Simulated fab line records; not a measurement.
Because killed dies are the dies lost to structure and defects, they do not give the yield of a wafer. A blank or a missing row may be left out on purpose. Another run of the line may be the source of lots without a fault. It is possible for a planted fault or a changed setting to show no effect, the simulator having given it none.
A lot that was struck, set against a sound lot || flow sfq_line || 13 steps out of a route of 325
Sound: the wafers L558.4, L558.5, L558.6. Struck: wafers L569.1, L569.5 (left out: L569.2, a lot-mate that was not struck); the cause follows at the end.
For every step that has rows: the tool of each side, followed by ch and its chambers, followed by its first start. Under that, the readings that differ: sound wafers || struck wafers || difference of the means || sigmas: that difference in standard deviations of wafers without a fault.
alike: same words and numbers on both sides, and readings whose means sit less than 2 such deviations apart. not compared: any withheld reading, any reading some wafer has no value for, any bound like >300 that may hide the same value, and any number with overlapping values for which the record gives no deviation.
Wherever a step has rows on one side only, a row that says differs or no value, or a row with sigmas, the two part there. Numbers that don't overlap but have no deviation are shown without sigmas and don't part them. A reading that every wafer of one side lacks parts them only if that side has two wafers or more.

first, 1 step without rows for these wafers: SFQ_TRILAYER_M1_DEP_PRE_CLEAN_038 (time 22.5 s).
SFQ_TRILAYER_M1_DEP_SPUTTER_037: material Nb, target thk 200 nm, time 133.3 s.
  struck on pvd_sputter-05, day 17 09:55; sound on pvd_sputter-05, day 12 18:22
  alike: throttle_valve_pct
SFQ_M1_RS_MEAS_909: uses a four-point probe to measure.
  struck on film_metro-04, day 17 10:00; sound on film_metro-02, day 12 18:31
{"reading": "M1_NB_RS (ohm/sq)", "sound": "0.884 0.886 0.901", "struck": "0.854 0.862", "difference": -0.032, "sigmas": -3}
then, 6 steps without rows for these wafers: SFQ_TRILAYER_M1_LITHO_COAT_044 (resist thk 62 nm); SFQ_TRILAYER_M1_LITHO_COAT_039 (resist thk 600 nm); SFQ_TRILAYER_M1_LITHO_SOFTBAKE_043; SFQ_TRILAYER_M1_LITHO_EXPOSE_040 (exposes mask M1, target cd 500 nm); SFQ_TRILAYER_M1_LITHO_PEB_042 (peb time 60 s); SFQ_TRILAYER_M1_LITHO_DEVELOP_041 (time 60 s).
-- the record jumps here: 6 days lie between the struck wafers' starts before and after --
SFQ_M1_OVL_MEAS_911:
  struck on overlay-02, day 23 13:30; sound on overlay-02, day 17 14:50
  alike: M1_OVL
SFQ_TRILAYER_M1_BARC_OPEN_METAL_ETCH_054: etches BARC in O2, target depth 125 nm, time 41.7 s.
  sound on rie_metal-02 ch 0,1, day 17 14:52; struck on rie_metal-02 ch 0, day 23 13:32
  alike: bias_w, drypump_motor_current_A, oes_product_au
  not compared: rf_hours_counter_h
SFQ_TRILAYER_M1_ETCH_METAL_ETCH_042: etches Nb in Cl2/Ar, stops on SiO2, target depth 240 nm, time 120 s.
  sound on rie_metal-02 ch 0,1, day 17 14:57; struck on rie_metal-02 ch 0, day 23 13:35
{"reading": "bias_w (W)", "sound": "79.87 79.71 79.93", "struck": "72.81 73.34", "difference": -6.76, "sigmas": -29}
  alike: drypump_motor_current_A, oes_product_au
  not compared: rf_hours_counter_h
SFQ_TRILAYER_M1_STRIP_STRIP_043: strips in O2.
  sound on rie_metal-02 ch 0,1, day 17 15:14; struck on rie_metal-02 ch 0, day 23 13:43
  alike: drypump_motor_current_A, oes_product_au
  not compared: rf_hours_counter_h

## WHERE THEY PART
Last at SFQ_TRILAYER_M1_ETCH_METAL_ETCH_042 as far as this record goes, first at SFQ_M1_RS_MEAS_909. Later steps at which nothing parts them and some readings are alike: SFQ_TRILAYER_M1_STRIP_STRIP_043.

WHY: the cause the simulator had injected
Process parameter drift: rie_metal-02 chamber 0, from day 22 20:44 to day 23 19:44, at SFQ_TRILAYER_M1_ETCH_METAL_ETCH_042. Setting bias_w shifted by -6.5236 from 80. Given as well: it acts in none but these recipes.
